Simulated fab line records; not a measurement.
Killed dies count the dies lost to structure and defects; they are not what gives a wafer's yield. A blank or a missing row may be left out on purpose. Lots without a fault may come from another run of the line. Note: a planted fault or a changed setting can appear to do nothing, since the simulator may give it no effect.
fab line records	flow gf180mcu
record lots=13	wafers=39	last_day=34
route steps=602 shown SALICIDE@280 CONTACT@302
lots that met no fault: taken from a fault-free run of the same line
start_h: hours from the record's opening day to when the first of the lot's shown wafers began	wait_h: hours from the lot's prior step to this one	" repeats the value in the row above	L1.1+2: a single row standing in for several wafers	- no value, or no start given	* or withheld: withheld	< > ~ a bound
route shown NAME@n: names a module that has steps shown in the file, with the first one's number in the route	usual: mean/standard deviation taken from wafers without a fault	same: alike in all rows	chamber/n: place in a boat	sites: each site's reading	_std_site: the values' standard deviation	_edge_site: mean of outer sites minus mean of inner sites	radius_mm: how far each site lies from the wafer's centre	mask NAME#n: copy n	behind: tool/chamber where the wafer was last shaped	hold: what put the lot on hold/how long, in hours/how the hold closed	device: names the non-switching transistor (n, p or np)	end of line: tests run on the same wafers once the route is complete	a step without rows: its recipe alone	killed: dies lost to structure and defects at the first sort, not the wafer's yield	map: a wafer's dies, x killed, . not, _ none there
set.NAME: the setting the step ran with; set.NAME@STEP: the setting that earlier step ran with	model.NAME: the simulator's own value behind a step, which no gauge read
the route's steps for a sample of lots (tables are steps, rows are wafers)
services: a tool's chamber out of use, with start hour (start_h, from the record's first day; less than 0 if before it), hours out, and reason
## steps
# step GF_SALICIDE_SPUTTER_02
# recipe material=Co	target_thk_nm=10	power_w=1000	time_s=20	chamber_pressure_pa=0.4
# usual throttle_valve_pct=30.2/1.1
lot.wafer	tool	chamber	start_h	wait_h	throttle_valve_pct
L611.1	pvd_sputter-02	-	335.21	0.0	29.4
L611.3	"	-	"	"	31.9
L611.4	"	-	"	"	28.9
L613.2	pvd_sputter-02	-	358.73	0.0	29.6
L613.3	"	-	"	"	28.6
L613.5	"	-	"	"	31.9
L614.2	pvd_sputter-02	-	368.21	0.0	29.5
L614.4	"	-	"	"	32.1
L614.5	"	-	"	"	29.6
L614.2	pvd_sputter-02	-	368.40	0.2	29.4
L614.4	"	-	"	"	31.6
L614.5	"	-	"	"	29.5
L615.2	pvd_sputter-03	-	377.35	0.0	30.2
L615.3	"	-	"	"	29.4
L615.4	"	-	"	"	29.7
L616.2	pvd_sputter-03	-	381.93	0.0	30.3
L616.3	"	-	"	"	30.6
L616.4	"	-	"	"	29.6
L616.2	pvd_sputter-03	-	382.13	0.2	30.0
L616.3	"	-	"	"	30.7
L616.4	"	-	"	"	29.6
L617.2	pvd_sputter-03	-	387.57	0.0	29.4
L617.3	"	-	"	"	31.0
L617.4	"	-	"	"	29.5
L617.2	pvd_sputter-03	-	387.77	0.2	29.4
L617.3	"	-	"	"	30.7
L617.4	"	-	"	"	29.8
L619.1	pvd_sputter-03	-	409.19	0.0	29.6
L619.4	"	-	"	"	29.6
L619.6	"	-	"	"	29.6
L626.1	pvd_sputter-04	-	469.26	0.0	30.8
L626.2	"	-	"	"	28.9
L626.6	"	-	"	"	30.0
L628.2	pvd_sputter-03	-	487.55	0.0	30.7
L628.5	"	-	"	"	29.5
L628.6	"	-	"	"	30.2
L630.1	pvd_sputter-03	-	510.53	0.0	29.3
L630.3	"	-	"	"	30.1
L630.4	"	-	"	"	29.6
L631.1	pvd_sputter-04	-	513.96	0.0	30.9
L631.3	"	-	"	"	28.8
L631.6	"	-	"	"	29.8
L632.1	pvd_sputter-04	-	517.18	0.0	30.0
L632.3	"	-	"	"	28.7
L632.6	"	-	"	"	29.8
L633.1	pvd_sputter-02	-	520.75	0.0	29.5
L633.2	"	-	"	"	28.7
L633.3	"	-	"	"	31.9
# step GF_SALICIDE_RS_MEAS_04
# recipe thk_meas_gauge=four-point-probe	reads=TiN_of_SALICIDE_SPUTTER_03+Co_of_SALICIDE_SPUTTER_02
# usual SALICIDE_TIN_RS=16.38/0.27
lot.wafer	tool	chamber	start_h	wait_h	SALICIDE_TIN_RS[ohm/sq]
L611.1	film_metro-04	-	335.26	0.0	16.16
L611.3	"	-	"	"	16.08
L611.4	"	-	"	"	16.35
L613.2	film_metro-04	-	358.80	0.0	16.05
L613.3	"	-	"	"	16.07
L613.5	"	-	"	"	16.10
L614.2	film_metro-04	-	368.48	0.0	8.34
L614.4	"	-	"	"	8.39
L614.5	"	-	"	"	8.41
L615.2	film_metro-02	-	377.42	0.0	16.01
L615.3	"	-	"	"	16.41
L615.4	"	-	"	"	15.96
L616.2	film_metro-03	-	382.20	0.0	8.36
L616.3	"	-	"	"	8.50
L616.4	"	-	"	"	8.45
L617.2	film_metro-04	-	387.84	0.0	8.49
L617.3	"	-	"	"	8.57
L617.4	"	-	"	"	8.40
L619.1	film_metro-04	-	409.24	0.0	16.36
L619.4	"	-	"	"	16.08
L619.6	"	-	"	"	16.29
L626.1	film_metro-04	-	469.31	0.0	16.57
L626.2	"	-	"	"	16.45
L626.6	"	-	"	"	16.41
L628.2	film_metro-04	-	487.62	0.0	16.43
L628.5	"	-	"	"	16.40
L628.6	"	-	"	"	16.49
L630.1	film_metro-03	-	510.59	0.0	16.47
L630.3	"	-	"	"	16.24
L630.4	"	-	"	"	16.33
L631.1	film_metro-02	-	514.01	0.0	16.56
L631.3	"	-	"	"	16.67
L631.6	"	-	"	"	16.42
L632.1	film_metro-03	-	517.24	0.0	17.09
L632.3	"	-	"	"	17.14
L632.6	"	-	"	"	16.93
L633.1	film_metro-03	-	520.81	0.0	16.00
L633.2	"	-	"	"	16.04
L633.3	"	-	"	"	15.87
# step GF_CONTACT_OVL_MEAS_15
# usual CONTACT_OVL=0/5.7
lot.wafer	tool	chamber	start_h	wait_h	CONTACT_OVL[nm]
L611.1	overlay-01	-	358.03	0.1	7
L611.3	"	-	"	"	10
L611.4	"	-	"	"	3
L613.2	overlay-01	-	382.44	0.1	-13
L613.3	"	-	"	"	-9
L613.5	"	-	"	"	4
L614.2	overlay-02	-	392.29	0.1	2
L614.4	"	-	"	"	-7
L614.5	"	-	"	"	3
L615.2	overlay-02	-	401.90	0.1	0
L615.3	"	-	"	"	6
L615.4	"	-	"	"	-4
L616.2	overlay-01	-	406.67	0.1	-4
L616.3	"	-	"	"	-3
L616.4	"	-	"	"	10
L617.2	overlay-01	-	412.34	0.1	7
L617.3	"	-	"	"	2
L617.4	"	-	"	"	8
L619.1	overlay-02	-	434.01	0.1	-10
L619.4	"	-	"	"	0
L619.6	"	-	"	"	4
L626.1	overlay-02	-	494.68	0.1	6
L626.2	"	-	"	"	11
L626.6	"	-	"	"	-1
L628.2	overlay-02	-	512.69	0.1	0
L628.5	"	-	"	"	-5
L628.6	"	-	"	"	-3
L630.1	overlay-01	-	534.88	0.1	-9
L630.3	"	-	"	"	-7
L630.4	"	-	"	"	-6
L631.1	overlay-01	-	538.08	0.1	0
L631.3	"	-	"	"	4
L631.6	"	-	"	"	4
L632.1	overlay-02	-	540.63	0.1	6
L632.3	"	-	"	"	8
L632.6	"	-	"	"	-2
L633.1	overlay-02	-	544.81	0.1	-7
L633.2	"	-	"	"	6
L633.3	"	-	"	"	-4
# step GF_CONTACT_ETCH_16
# recipe chemistry=N2/H2	target_depth_a=withheld	overetch_a=withheld	time_s=withheld	target=BARC	ion_energy_ev=200	source_w=500	bias_w=100	pressure_mtorr=30	n2_flow_sccm=100	h2_flow_sccm=200
# usual chamber_pressure_mTorr=30.000/0.029	drypump_motor_current_A=5.8/0.65	h2_flow_sccm=200.0/0.58	oes_product_au=0.855/0.0048	throttle_valve_pct=13.225/0.0091
lot.wafer	tool	chamber	start_h	wait_h	chamber_pressure_mTorr	drypump_motor_current_A	h2_flow_sccm	oes_product_au	throttle_valve_pct
L611.1	rie_diel-02	3	358.07	0.0	29.981	5.2	199.8	0.850	13.218
L611.3	"	0	"	"	30.004	5.4	199.7	0.852	13.229
L611.4	"	1	"	"	29.975	5.0	199.4	0.854	13.234
L613.2	rie_diel-02	0	382.47	0.0	30.058	5.4	200.6	0.849	13.236
L613.3	"	1	"	"	29.961	5.0	200.6	0.860	13.230
L613.5	"	2	"	"	30.026	6.7	200.4	0.856	13.227
L614.2	rie_diel-01	1	392.32	0.0	29.985	5.2	199.5	0.855	13.204
L614.4	"	2	"	"	30.028	5.7	200.6	0.857	13.220
L614.5	"	1	"	"	30.039	5.2	200.3	0.857	13.223
L615.2	rie_diel-01	1	401.93	0.0	29.987	5.2	200.4	0.851	13.215
L615.3	"	2	"	"	30.001	5.7	200.4	0.846	13.243
L615.4	"	3	"	"	30.048	5.8	199.4	0.851	13.219
L616.2	rie_diel-02	0	406.70	0.0	30.032	5.4	200.2	0.857	13.216
L616.3	"	2	"	"	30.036	6.8	200.4	0.860	13.228
L616.4	"	1	"	"	29.944	5.0	199.9	0.854	13.206
L617.2	rie_diel-02	3	412.37	0.0	30.021	5.3	199.4	0.850	13.218
L617.3	"	0	"	"	30.015	5.4	198.9	0.853	13.230
L617.4	"	1	"	"	29.958	5.0	199.0	0.853	13.219
L619.1	rie_diel-03	0	434.05	0.0	29.995	5.7	200.1	0.850	13.223
L619.4	"	1	"	"	30.011	5.2	200.2	0.857	13.222
L619.6	"	2	"	"	30.031	6.6	199.7	0.853	13.239
L626.1	rie_diel-02	0	494.72	0.0	30.000	5.4	199.0	0.860	13.213
L626.2	"	2	"	"	29.990	6.8	200.3	0.862	13.219
L626.6	"	1	"	"	30.006	5.0	199.8	0.865	13.233
L628.2	rie_diel-02	3	512.72	0.0	29.975	5.2	200.4	0.857	13.219
L628.5	"	0	"	"	30.062	5.4	198.8	0.855	13.232
L628.6	"	3	"	"	30.017	5.2	199.9	0.854	13.222
L630.1	rie_diel-03	3	534.92	0.0	29.963	6.6	199.6	0.855	13.228
L630.3	"	2	"	"	30.047	6.5	200.5	0.855	13.244
L630.4	"	0	"	"	30.031	5.7	199.2	0.844	13.225
L631.1	rie_diel-01	1	538.12	0.0	29.995	5.2	200.3	0.857	13.225
L631.3	"	2	"	"	30.024	5.7	200.0	0.852	13.226
L631.6	"	0	"	"	29.984	6.2	200.5	0.852	13.225
L632.1	rie_diel-02	3	540.67	0.0	29.974	5.2	200.7	0.857	13.229
L632.3	"	2	"	"	30.024	6.8	199.4	0.847	13.233
L632.6	"	2	"	"	30.019	6.8	199.8	0.845	13.242
L633.1	rie_diel-01	0	544.85	0.0	30.060	6.3	200.3	0.854	13.219
L633.2	"	3	"	"	30.023	5.8	200.9	0.858	13.217
L633.3	"	2	"	"	29.987	5.7	200.0	0.858	13.222
# step GF_CONTACT_ETCH_17
# recipe chemistry=C4F8/O2/Ar	mask_material=KrF	target=SiO2	stop_on=CoSi2	source_w=1500	bias_w=1200	pressure_mtorr=40	c4f8_flow_sccm=withheld	O2_flow_sccm=6	Ar_flow_sccm=300	time_s=withheld	target_depth_a=8600
# usual chamber_pressure_mTorr=39.99/0.036	oes_product_au=0.814/0.005
lot.wafer	tool	chamber	start_h	wait_h	chamber_pressure_mTorr	oes_product_au
L611.1	rie_diel-02	3	-	-	39.99	0.814
L611.3	"	0	"	"	39.97	0.822
L611.4	"	1	"	"	40.03	0.817
L613.2	rie_diel-02	0	-	-	39.96	0.811
L613.3	"	1	"	"	40.03	0.814
L613.5	"	2	"	"	39.97	0.806
L614.2	rie_diel-01	1	-	-	40.07	0.809
L614.4	"	2	"	"	40.08	0.817
L614.5	"	1	"	"	39.92	0.817
L615.2	rie_diel-01	1	-	-	39.96	0.821
L615.3	"	2	"	"	39.96	0.817
L615.4	"	3	"	"	40.01	0.812
L616.2	rie_diel-02	0	-	-	39.98	0.805
L616.3	"	2	"	"	39.95	0.819
L616.4	"	1	"	"	40.00	0.816
L617.2	rie_diel-02	3	-	-	40.06	0.810
L617.3	"	0	"	"	39.97	0.811
L617.4	"	1	"	"	39.97	0.810
L619.1	rie_diel-03	0	-	-	40.00	0.822
L619.4	"	1	"	"	40.06	0.806
L619.6	"	2	"	"	40.04	0.815
L626.1	rie_diel-02	0	-	-	39.99	0.810
L626.2	"	2	"	"	39.95	0.825
L626.6	"	1	"	"	39.98	0.817
L628.2	rie_diel-02	3	-	-	39.96	0.816
L628.5	"	0	"	"	40.04	0.817
L628.6	"	3	"	"	40.01	0.816
L630.1	rie_diel-03	3	-	-	39.98	0.815
L630.3	"	2	"	"	40.03	0.808
L630.4	"	0	"	"	40.04	0.804
L631.1	rie_diel-01	1	-	-	39.97	0.813
L631.3	"	2	"	"	39.99	0.815
L631.6	"	0	"	"	39.90	0.817
L632.1	rie_diel-02	3	-	-	40.02	0.817
L632.3	"	2	"	"	39.96	0.816
L632.6	"	2	"	"	40.01	0.815
L633.1	rie_diel-01	0	-	-	40.04	0.810
L633.2	"	3	"	"	39.97	0.809
L633.3	"	2	"	"	39.93	0.815
## services
tool	chamber	start_h	hours	kind
rie_diel-03	2	317.88	25.8	repair
pvd_sputter-03	-	328.70	1.0	repair
pvd_sputter-04	-	339.25	2.3	repair
rie_diel-03	3	339.86	3.7	repair
rie_diel-01	-	346.38	2.8	pm
rie_diel-01	0	376.45	7.4	repair
rie_diel-03	2	378.52	7.6	repair
rie_diel-02	3	379.17	5.3	repair
pvd_sputter-02	-	412.88	5.0	repair
rie_diel-02	-	423.43	0.5	repair
rie_diel-02	1	428.41	24.2	repair
rie_diel-02	3	431.63	6.2	repair
rie_diel-02	2	432.13	1.7	repair
rie_diel-02	0	436.29	31.9	repair
rie_diel-03	2	452.54	12.0	repair
rie_diel-03	1	467.97	8.5	repair
pvd_sputter-02	-	468.21	3.4	repair
rie_diel-02	1	476.66	3.2	repair
rie_diel-01	-	495.86	0.1	repair
rie_diel-03	1	497.73	18.1	repair
rie_diel-02	0	513.77	2.8	repair
rie_diel-03	-	540.43	76.0	repair
pvd_sputter-02	-	542.69	24.9	repair
rie_diel-01	-	543.99	0.2	repair
## key
first_sign step=GF_SALICIDE_SPUTTER_02	reading=visit	direction=added
effect step=GF_SALICIDE_RS_MEAS_04	reading=SALICIDE_TIN_RS	direction=down	sigmas=29	usual=16.38	struck=8.43
met_at GF_SALICIDE_SPUTTER_02
struck_lots L614,L616,L617
tester_left_out L614,L616,L617
not_acting_at GF_CONTACT_OVL_MEAS_15,GF_CONTACT_ETCH_16,GF_CONTACT_ETCH_17
fault kind=repeated_step_whole	tool=pvd_sputter-02,pvd_sputter-03,pvd_sputter-04	chamber=-	onset_h=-	steps=GF_SALICIDE_SPUTTER_02	times=1	scope=struck_lots_only
# tester_left_out: of these lots the tester's yield and bins aren't shown, on N5 and GAA mostly nor the transistor test; their killed dies are dies lost to structure and defects alone, not to doping, threshold or leakage, so they don't give the yield
